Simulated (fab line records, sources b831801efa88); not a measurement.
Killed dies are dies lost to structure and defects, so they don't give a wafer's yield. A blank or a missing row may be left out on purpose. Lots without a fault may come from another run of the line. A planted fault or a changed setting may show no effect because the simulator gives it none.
A struck lot beside a sound one | flow sky130 | 22 steps out of a route of 708
Sound: wafers L158.1, L158.4, L158.6. Struck: wafer L163.4. (L163.5 of the same lot was not struck and is left out.) The cause comes at the end.
At each step with rows: each side's tool, then ch and its chambers, then its first start. Under that, the readings that differ: sound wafers | struck wafers | difference of the means | sigmas: that difference in standard deviations of wafers without a fault.
alike: readings whose means differ by less than 2 such deviations, and words and numbers that are the same on both sides. not compared: withheld readings, readings that some wafer has no value for, bounds like >300 that may hide the same value, and numbers for which the record gives no deviation and whose values overlap.
The two part at a step that has a row with sigmas, a row that says differs or no value, or rows on one side only. Numbers that don't overlap but have no deviation are shown without sigmas and don't part them. A reading that every wafer of one side lacks parts them only if that side has two wafers or more.

first, 1 step without rows for these wafers: SKY_LOCAL_INTERCONNECT_CLEAN_18 (cleans in O3/DIW).
SKY_CONTACT_CVD_00: deposits Si3N4, target thk 75 nm.
  sound on pecvd-02 ch 0,1, day 34 18:28; struck on pecvd-02 ch 2, day 35 12:05
  reading            | sound       | struck | difference | sigmas
  heater_power_w (W) | 728 738 566 | 1210   | +533       | +3
SKY_CONTACT_THK_MEAS_01:
  sound on film_metro-04, day 34 18:29; struck on film_metro-01, day 35 12:08
  alike: CONTACT_CVD_00_THK
then, 1 step without rows for these wafers: SKY_CONTACT_HDPCVD_02 (deposits SiO2, target thk 565 nm, time 94.2 s).
SKY_CONTACT_THK_MEAS_03:
  sound on film_metro-01, day 34 18:40; struck on film_metro-02, day 35 12:16
  alike: CONTACT_HDPCVD_THK
SKY_CONTACT_CMP_04: polishes SiO2.
  sound on cmp-01 ch 0,1,2, day 34 18:43; struck on cmp-02 ch 0, day 35 12:27
  reading                | sound    | struck | difference | sigmas
  time_to_endpoint_s (s) | 81 79 83 | 98     | +17        | +3
  alike: motor_current_A, slurry_filter_dp_kPa
SKY_CONTACT_BOW_MEAS_05:
  sound on film_metro-02, day 34 19:01; struck on film_metro-01, day 35 12:57
  not compared: hold, CONTACT_BOW
then, 5 steps without rows for these wafers: SKY_CONTACT_DEHYDRATE_06 (time 60 s); SKY_CONTACT_HMDS_07 (prime time 60 s); SKY_CONTACT_COAT_08 (resist thk 60 nm); SKY_CONTACT_COAT_09 (resist thk 450 nm); SKY_CONTACT_SOFTBAKE_10 (time 90 s).
SKY_CONTACT_EXPOSE_11: exposes mask CTM1, target cd 170 nm.
  sound on krf_scanner-01 ch 0, day 35 08:55; struck on krf_scanner-02 ch 0, day 36 01:46
  alike: mask
then, 2 steps without rows for these wafers: SKY_CONTACT_PEB_12; SKY_CONTACT_DEVELOP_13 (develop time 60 s).
SKY_CONTACT_CD_MEAS_14: target cd 170 nm.
  sound on cd_sem-01, day 35 21:24; struck on cd_sem-01, day 36 15:28
  reading    | sound             | struck | difference | sigmas
  cd_nm (nm) | 167.0 168.4 167.8 | 109.9  | -57.8      | -39
  not compared: hold
SKY_CONTACT_OVL_MEAS_15:
  sound on overlay-01, day 35 21:31; struck on overlay-02, day 36 19:56
  reading | sound | struck                   | difference                   | sigmas
  hold    | - - - | await_dispo/4.4h/release | no value on the sound wafers |
  alike: CONTACT_OVL
SKY_CONTACT_ETCH_16: etches BARC in N2/H2, stops on SiO2, time 45.9 s, target depth 60 nm.
  sound on rie_diel-04 ch 0,3, day 35 21:33; struck on rie_diel-03 ch 3, day 36 19:56
  reading                  | sound             | struck | difference | sigmas
  model.CONTACT.cd_nm (nm) | 168.3 168.7 168.2 | 109    | -59        |
  alike: drypump_motor_current_A, oes_product_au, throttle_valve_pct
  not compared: rf_hours_counter_h
SKY_CONTACT_ETCH_17: etches SiO2 in C4F8/O2/Ar, stops on Si3N4, target depth 340 nm.
  sound on rie_diel-04 ch 0,3, day 35 21:36; struck on rie_diel-03 ch 3, day 36 19:59
  alike: oes_product_au
SKY_CONTACT_ETCH_18: etches Si3N4 in CHF3/O2, stops on TiN, time 39 s, target depth 75 nm.
  sound on rie_diel-04 ch 0,3; struck on rie_diel-03 ch 3
  reading                  | sound             | struck | difference | sigmas
  model.CONTACT.cd_nm (nm) | 168.7 168.8 168.2 | 109.3  | -59.3      |
  alike: drypump_motor_current_A, oes_product_au, throttle_valve_pct
  not compared: rf_hours_counter_h
SKY_CONTACT_STRIP_19: strips in O2/N2.
  sound on plasma_asher-04 ch 1, day 35 21:41; struck on plasma_asher-01 ch 0, day 37 04:23
  reading                     | sound             | struck | difference | sigmas
  drypump_motor_current_A (A) | 6.3 6.3 6.3       | 5.5    | -0.8       | -2
  oes_product_au (a.u.)       | 0.384 0.382 0.388 | 0.374  | -0.011     | -2
  alike: strip_time_to_endpoint_s
  not compared: rf_hours_counter_h
-- the record jumps here: 12 days lie between the struck wafers' starts before and after (it left off in module CONTACT and takes up again in module PAD_OPEN, whose first step shown is number 708 of the route) --
SKY_PAD_OPEN_PROBE_99:
  sound on prober-02, day 49 02:21; struck on prober-01, day 49 13:21
  reading            | sound    | struck                   | difference                   | sigmas
  hold               | - - -    | await_dispo/4.5h/release | no value on the sound wafers |
  killed_at_contacts | 12 23 27 | 434                      | +413                         | +69
  killed_at_other    | 0 0 1    | 2                        | +2                           | +3
  killed_dies        | 82 91 79 | 492                      | +408                         | +42
  killed_on_rim      | 15 17 17 | 96                       | +80                          | +23
  alike: killed_at_M0_to_M3, killed_at_M4_up, killed_at_front_end, killed_open, killed_short

WHERE THEY PART
First at SKY_CONTACT_CVD_00; last, within this record, at SKY_PAD_OPEN_PROBE_99.

WHY: what the simulator had put in
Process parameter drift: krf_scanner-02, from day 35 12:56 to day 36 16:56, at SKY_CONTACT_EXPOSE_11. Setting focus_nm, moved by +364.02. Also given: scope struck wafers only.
